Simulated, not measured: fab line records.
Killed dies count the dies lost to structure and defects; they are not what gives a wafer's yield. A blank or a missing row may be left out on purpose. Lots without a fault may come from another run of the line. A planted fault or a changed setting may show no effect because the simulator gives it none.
Comparing a struck lot with a sound one    flow sky130    22 out of 708 route steps
Sound: wafers L856.1, L856.2, L856.4. The struck wafers were L865.3, L865.5, L865.6. At the end, the cause is stated.
At each step with rows: each side's tool, then ch and its chambers, then its first start. Under that, the readings that differ: sound wafers    struck wafers    difference of the means    sigmas: that difference in standard deviations of wafers without a fault.
alike: a reading whose means differ by less than 2 such deviations, as well as words and numbers matching on both sides. not compared: withheld readings; readings where some wafer has no value; bounds like >300 that might hide an equal value; numbers whose values overlap and for which the record gives no deviation.
Wherever a step has rows on one side only, a row that says differs or no value, or a row with sigmas, the two part there. Numbers that don't overlap but have no deviation are shown without sigmas and don't part them. Lack of a reading on every wafer of one side parts them only where that side has two or more wafers.

SKY_LOCAL_INTERCONNECT_STRIP_15: strips in O2/N2.
  sound on plasma-asher-04 ch 0,1, day 30 06:50; struck on plasma-asher-04 ch 0,1, day 33 19:59
reading                       sound              struck             difference  sigmas
strip-time-to-endpoint-s (s)  4.727 4.738 4.729  4.683 4.678 4.714  -0.040      -2
  alike: chamber-pressure-mTorr, drypump-motor-current-A, oes-product-au
  not compared: rf-hours-counter-h
then, 3 steps without rows for these wafers: SKY_LOCAL_INTERCONNECT_STRIP_16 (strips in post etch residue remover, time 1200 s); SKY_LOCAL_INTERCONNECT_CLEAN_17 (cleans in IPA, time 180 s); SKY_LOCAL_INTERCONNECT_CLEAN_18 (cleans in O3/DIW).
SKY_CONTACT_CVD_00: deposits Si3N4, target thk 75 nm.
  sound on pecvd-03 ch 0,1, day 30 07:26; struck on pecvd-01 ch 0,1, day 33 20:34
  alike: heater-power-w
SKY_CONTACT_THK_MEAS_01:
  sound: film-metro-02 at day 30 07:29; struck: film-metro-01 at day 33 20:37
  alike: CONTACT_CVD_00_THK
then, 1 step without rows for these wafers: SKY_CONTACT_HDPCVD_02 (deposits SiO2, target thk 565 nm, time 94.2 s).
SKY_CONTACT_THK_MEAS_03:
  sound: film-metro-01 at day 30 07:37; struck: film-metro-02 at day 33 20:44
  alike: CONTACT_HDPCVD_THK
SKY_CONTACT_CMP_04: polishes SiO2.
  sound on cmp-02 ch 1,2,3, day 30 07:40; struck on cmp-01 ch 0,1,3, day 33 20:53
  alike: edge-zone-pressure-frac, motor-current-A, time-to-endpoint-s
SKY_CONTACT_BOW_MEAS_05:
  sound: film-metro-02 at day 30 07:58; struck: film-metro-02 at day 33 21:07
  alike: CONTACT_BOW
then, 2 steps without rows for these wafers: SKY_CONTACT_DEHYDRATE_06 (time 60 s); SKY_CONTACT_HMDS_07 (prime time 60 s).
SKY_CONTACT_COAT_08: resist thk 60 nm.
  sound on litho-track-02 ch 0, day 30 21:25; struck on litho-track-02 ch 0, day 34 09:46
reading               sound                 struck                difference  sigmas
spin-speed-rpm (rpm)  3000.3 2997.1 3001.5  2902.4 2901.9 2900.3  -98.1       -49
  not compared: chill-plate-temp-C
then, 5 steps without rows for these wafers: SKY_CONTACT_COAT_09 (resist thk 450 nm); SKY_CONTACT_SOFTBAKE_10 (time 90 s); SKY_CONTACT_EXPOSE_11 (exposes mask CTM1, target cd 170 nm); SKY_CONTACT_PEB_12; SKY_CONTACT_DEVELOP_13 (develop time 57.27 s).
SKY_CONTACT_CD_MEAS_14: the cd target is 170 nm.
  sound: cd-sem-02 at day 31 12:01; struck: cd-sem-02 at day 34 23:48
  alike: cd-nm
SKY_CONTACT_OVL_MEAS_15:
  sound: overlay-02 at day 31 12:08; struck: overlay-02 at day 34 23:53
  alike: CONTACT_OVL
SKY_CONTACT_ETCH_16: etches BARC in N2/H2, stops on SiO2, time 45.9 s, target depth 60 nm.
  sound on rie-diel-04 ch 0,2,3, day 31 12:10; struck on rie-diel-04 ch 0,1,2, day 34 23:55
reading                   sound              struck             difference  sigmas
oes-product-au (a.u.)     0.852 0.853 0.851  0.860 0.860 0.866  +0.010      +2
model.etch.depth-nm (nm)  59.8 59.85 59.86   60.98 60.83 60.88  +1.06       
  alike: chamber-pressure-mTorr, drypump-motor-current-A, throttle-valve-pct
  not compared: rf-hours-counter-h
SKY_CONTACT_ETCH_17: etches SiO2 in C4F8/O2/Ar, stops on Si3N4, target depth 340 nm.
  sound on rie-diel-04 ch 0,2,3, day 31 12:13; struck on rie-diel-04 ch 0,1,2, day 34 23:58
  alike: chamber-pressure-mTorr, oes-product-au

== WHERE THEY PART ==
Earliest at SKY_LOCAL_INTERCONNECT_STRIP_15; latest, in this record, at SKY_CONTACT_ETCH_16. Later steps at which nothing parts them and some readings are alike: SKY_CONTACT_ETCH_17.

WHY: what had been put in by the simulator
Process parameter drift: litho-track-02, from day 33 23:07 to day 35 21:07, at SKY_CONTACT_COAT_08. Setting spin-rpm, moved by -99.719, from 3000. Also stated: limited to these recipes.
